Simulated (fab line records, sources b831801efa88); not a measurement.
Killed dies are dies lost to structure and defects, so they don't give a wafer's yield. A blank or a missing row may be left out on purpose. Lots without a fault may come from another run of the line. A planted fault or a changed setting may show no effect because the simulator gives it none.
A struck lot beside a sound one | flow sky130 | 33 steps out of a route of 708
Sound: wafers L595.1, L595.2, L595.4. Struck: wafer L604.3. (L604.1, L604.5 of the same lot were not struck and are left out.) The cause comes at the end.
At each step with rows: each side's tool, then ch and its chambers, then its first start. Under that, the readings that differ: sound wafers | struck wafers | difference of the means | sigmas: that difference in standard deviations of wafers without a fault.
alike: readings whose means differ by less than 2 such deviations, and words and numbers that are the same on both sides. not compared: withheld readings, readings that some wafer has no value for, bounds like >300 that may hide the same value, and numbers for which the record gives no deviation and whose values overlap.
The two part at a step that has a row with sigmas, a row that says differs or no value, or rows on one side only. Numbers that don't overlap but have no deviation are shown without sigmas and don't part them. A reading that every wafer of one side lacks parts them only if that side has two wafers or more.

first, 8 steps without rows for these wafers: SKY_LOCAL_INTERCONNECT_ETCH_13 (etches BARC in N2/H2, stops on SiO2, time 45.9 s, target depth 60 nm); SKY_LOCAL_INTERCONNECT_METAL_ETCH_14 (etches TiN in Cl2/BCl3, stops on PSG, target depth 110 nm, time 32.43 s); SKY_LOCAL_INTERCONNECT_STRIP_15 (strips in O2/N2); SKY_LOCAL_INTERCONNECT_STRIP_16 (strips in post etch residue remover, time 1200 s); SKY_LOCAL_INTERCONNECT_CLEAN_17 (cleans in IPA, time 180 s); SKY_LOCAL_INTERCONNECT_CLEAN_18 (cleans in O3/DIW); SKY_CONTACT_CVD_00 (deposits Si3N4, target thk 75 nm); SKY_CONTACT_HDPCVD_02 (deposits SiO2, target thk 565 nm, time 94.2 s).
SKY_CONTACT_CMP_04: polishes SiO2.
  sound on cmp-02 ch 0,2,3, day 32 07:28; struck on cmp-02 ch 0, day 35 04:00
  alike: head_pressure_psi, motor_current_A, time_to_endpoint_s
then, 23 steps without rows for these wafers: SKY_CONTACT_DEHYDRATE_06 (time 60 s); SKY_CONTACT_HMDS_07 (prime time 60 s); SKY_CONTACT_COAT_08 (resist thk 60 nm); SKY_CONTACT_COAT_09 (resist thk 450 nm); SKY_CONTACT_SOFTBAKE_10 (time 90 s); SKY_CONTACT_EXPOSE_11 (exposes mask CTM1, target cd 170 nm); SKY_CONTACT_PEB_12; SKY_CONTACT_DEVELOP_13 (develop time 57.27 s); SKY_CONTACT_ETCH_16 (etches BARC in N2/H2, stops on SiO2, time 45.9 s, target depth 60 nm); SKY_CONTACT_ETCH_17 (etches SiO2 in C4F8/O2/Ar, stops on Si3N4, target depth 340 nm); SKY_CONTACT_ETCH_18 (etches Si3N4 in CHF3/O2, stops on TiN, time 39 s, target depth 75 nm); SKY_CONTACT_STRIP_19 (strips in O2/N2); SKY_CONTACT_STRIP_20 (strips in post etch residue remover, time 1200 s); SKY_CONTACT_CLEAN_21 (cleans in IPA, time 180 s); SKY_CONTACT_CLEAN_22 (cleans in O3/DIW); SKY_CONTACT_SPUTTER_23 (material TiN, target thk 20 nm, time 80 s); SKY_CONTACT_CVD_24 (deposits W, target thk 340 nm, time 102.12 s); SKY_CONTACT_CMP_27 (polishes, stops on SiO2, t overpolish 15 s, target thk 0 nm); SKY_METAL1_SPUTTER_00 (material Ti, target thk 15 nm, time 10 s); SKY_METAL1_SPUTTER_01 (material TiN, target thk 20 nm, time 16.7 s); SKY_METAL1_SPUTTER_02 (material AlCu, target thk 250 nm, time 13.3 s); SKY_METAL1_SPUTTER_03 (material Ti, target thk 5 nm, time 3.3 s); SKY_METAL1_SPUTTER_04 (material TiN, target thk 70 nm, time 58.3 s).
-- the record jumps here: 14 days lie between the struck wafers' starts before and after (it left off in module METAL1 and takes up again in module PAD_OPEN, whose first step shown is number 708 of the route) --
SKY_PAD_OPEN_PROBE_99:
  sound on prober-02, day 47 03:04; struck on prober-01, day 49 09:11
  reading             | sound    | struck | difference | sigmas
  killed_at_contacts  | 23 24 29 | 185    | +160       | +32
  killed_at_front_end | 15 11 16 | 5      | -9         | -2
  killed_dies         | 78 77 94 | 229    | +146       | +15
  killed_on_rim       | 15 12 19 | 41     | +26        | +7
  killed_open         | 46 47 48 | 33     | -14        | -2
  alike: killed_at_M0_to_M3, killed_at_M4_up, killed_at_other, killed_short

WHERE THEY PART
Only at SKY_PAD_OPEN_PROBE_99, within this record.

WHY: what the simulator had put in
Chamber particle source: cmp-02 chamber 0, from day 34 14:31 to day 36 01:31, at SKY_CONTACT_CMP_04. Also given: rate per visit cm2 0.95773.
